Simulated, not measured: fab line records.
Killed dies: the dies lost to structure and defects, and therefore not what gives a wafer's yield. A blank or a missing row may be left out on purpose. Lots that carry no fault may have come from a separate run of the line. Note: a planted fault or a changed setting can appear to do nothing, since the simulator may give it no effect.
Split-lot trial / flow gf180mcu / on a route of 602 steps: 5 lots, 23 wafers read

ON THE SPLIT
At GF_V4_CVD_00 (deposits SiO2, target thk 600 nm, time 100 s), the setting sih4-flow-sccm was moved away from the recipe's 60 sccm on 11 of the 23 wafers read, by +4.2% to +14.9%. All remaining wafers had this setting at the recipe value.

There is no step in the file separating the split from the reading.

THE READING
Values of V4_CVD_00_THK in nm from GF_V4_THK_MEAS_01. Fault-free wafers of this fab line usually give 603 nm, standard deviation 5.8 nm.

wafer=L074.2; tool, chamber at the split=hdpcvd-01, 1; sih4-flow-sccm as run, sccm=64.6; against the recipe=+7.7%; V4_CVD_00_THK, nm=651; against lot-mates on the recipe=+47
wafer=L074.3; tool, chamber at the split=hdpcvd-01, 2; sih4-flow-sccm as run, sccm=60; against the recipe=recipe; V4_CVD_00_THK, nm=603; against lot-mates on the recipe=-
wafer=L074.4; tool, chamber at the split=hdpcvd-01, 1; sih4-flow-sccm as run, sccm=64.6; against the recipe=+7.7%; V4_CVD_00_THK, nm=650; against lot-mates on the recipe=+46
wafer=L074.5; tool, chamber at the split=hdpcvd-01, 0; sih4-flow-sccm as run, sccm=64.6; against the recipe=+7.7%; V4_CVD_00_THK, nm=645; against lot-mates on the recipe=+41
wafer=L074.6; tool, chamber at the split=hdpcvd-01, 2; sih4-flow-sccm as run, sccm=60; against the recipe=recipe; V4_CVD_00_THK, nm=605; against lot-mates on the recipe=-
wafer=L078.1; tool, chamber at the split=hdpcvd-02, 0; sih4-flow-sccm as run, sccm=62.49; against the recipe=+4.2%; V4_CVD_00_THK, nm=621; against lot-mates on the recipe=+22
wafer=L078.2; tool, chamber at the split=hdpcvd-02, 2; sih4-flow-sccm as run, sccm=60; against the recipe=recipe; V4_CVD_00_THK, nm=596; against lot-mates on the recipe=-
wafer=L078.4; tool, chamber at the split=hdpcvd-02, 1; sih4-flow-sccm as run, sccm=60; against the recipe=recipe; V4_CVD_00_THK, nm=603; against lot-mates on the recipe=-
wafer=L078.5; tool, chamber at the split=hdpcvd-02, 0; sih4-flow-sccm as run, sccm=62.49; against the recipe=+4.2%; V4_CVD_00_THK, nm=619; against lot-mates on the recipe=+20
wafer=L078.6; tool, chamber at the split=hdpcvd-02, 2; sih4-flow-sccm as run, sccm=62.49; against the recipe=+4.2%; V4_CVD_00_THK, nm=623; against lot-mates on the recipe=+24
wafer=L082.2; tool, chamber at the split=hdpcvd-02, 2; sih4-flow-sccm as run, sccm=60; against the recipe=recipe; V4_CVD_00_THK, nm=611; against lot-mates on the recipe=-
wafer=L082.3; tool, chamber at the split=hdpcvd-02, 0; sih4-flow-sccm as run, sccm=60; against the recipe=recipe; V4_CVD_00_THK, nm=600; against lot-mates on the recipe=-
wafer=L082.4; tool, chamber at the split=hdpcvd-02, 0; sih4-flow-sccm as run, sccm=60; against the recipe=recipe; V4_CVD_00_THK, nm=601; against lot-mates on the recipe=-
wafer=L084.1; tool, chamber at the split=hdpcvd-01, 1; sih4-flow-sccm as run, sccm=60; against the recipe=recipe; V4_CVD_00_THK, nm=608; against lot-mates on the recipe=-
wafer=L084.2; tool, chamber at the split=hdpcvd-01, 2; sih4-flow-sccm as run, sccm=67.16; against the recipe=+11.9%; V4_CVD_00_THK, nm=674; against lot-mates on the recipe=+64
wafer=L084.3; tool, chamber at the split=hdpcvd-01, 0; sih4-flow-sccm as run, sccm=67.16; against the recipe=+11.9%; V4_CVD_00_THK, nm=684; against lot-mates on the recipe=+74
wafer=L084.4; tool, chamber at the split=hdpcvd-01, 1; sih4-flow-sccm as run, sccm=67.16; against the recipe=+11.9%; V4_CVD_00_THK, nm=680; against lot-mates on the recipe=+70
wafer=L084.6; tool, chamber at the split=hdpcvd-01, 2; sih4-flow-sccm as run, sccm=60; against the recipe=recipe; V4_CVD_00_THK, nm=612; against lot-mates on the recipe=-
wafer=L085.1; tool, chamber at the split=hdpcvd-01, 2; sih4-flow-sccm as run, sccm=60; against the recipe=recipe; V4_CVD_00_THK, nm=601; against lot-mates on the recipe=-
wafer=L085.3; tool, chamber at the split=hdpcvd-01, 0; sih4-flow-sccm as run, sccm=68.93; against the recipe=+14.9%; V4_CVD_00_THK, nm=692; against lot-mates on the recipe=+84
wafer=L085.4; tool, chamber at the split=hdpcvd-01, 1; sih4-flow-sccm as run, sccm=68.93; against the recipe=+14.9%; V4_CVD_00_THK, nm=695; against lot-mates on the recipe=+87
wafer=L085.5; tool, chamber at the split=hdpcvd-01, 0; sih4-flow-sccm as run, sccm=60; against the recipe=recipe; V4_CVD_00_THK, nm=616; against lot-mates on the recipe=-
wafer=L085.6; tool, chamber at the split=hdpcvd-01, 2; sih4-flow-sccm as run, sccm=60; against the recipe=recipe; V4_CVD_00_THK, nm=606; against lot-mates on the recipe=-

THE FIT
A straight line over all 23 wafers: V4_CVD_00_THK changes by +6.03 nm for each +1% of sih4-flow-sccm; r = +0.99; the points scatter about the line by 5.8 nm.
The same after taking each lot's own level away (the mean of its wafers on the recipe; 23 wafers): +5.79 nm for each +1%; r = +0.99; scatter 3.9 nm.
The reading moves by 86 nm for the largest change in sih4-flow-sccm, on that fit.
The lots' own levels span 599.5 to 610.0 nm, that is 1.8 times the standard deviation above.
The two slopes agree, so the slope changes little with the lot-to-lot level.
Check: with one of the wafers moved furthest among these (+14.9%) left out of the fit, the line predicts +86.4 nm for it against its lot-mates. It came out at +84.3 nm against them.

THESE WAFERS: OTHER SPLITS
These wafers also went through other splits before the reading. Each is held against what the fit with the lots' levels taken away leaves over:
other split on the same wafers=GF_M3_SPUTTER_00 power-w; wafers away from the commonest value=4; r with V4_CVD_00_THK (lot level and that fit taken away)=-0.02
other split on the same wafers=GF_V3_CVD_02 time-s; wafers away from the commonest value=5; r with V4_CVD_00_THK (lot level and that fit taken away)=+0.02
other split on the same wafers=GF_M4_SPUTTER_02 time-s; wafers away from the commonest value=4; r with V4_CVD_00_THK (lot level and that fit taken away)=+0.19
other split on the same wafers=GF_M4_PEB_12 peb-temp-c; wafers away from the commonest value=8; r with V4_CVD_00_THK (lot level and that fit taken away)=-0.17

THE WHOLE CHAIN: every reading that the file lists as answering this split, in the file's order
step=GF_V4_CVD_00; what it does=deposits SiO2, target thk 600 nm, time 100 s; reading=SiO2_of_V4_CVD_00.thk-nm (the simulator's own value, which no gauge read); change (the file's fit)=+5.76 nm for each +1% of the setting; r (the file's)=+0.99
step=GF_V4_THK_MEAS_01; what it does=; reading=V4_CVD_00_THK; change (the file's fit)=+5.75 for each +1% of the setting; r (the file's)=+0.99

THE FILE'S OWN FIT
V4_CVD_00_THK changes by +5.75 nm for each +1% of sih4-flow-sccm, r = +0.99.
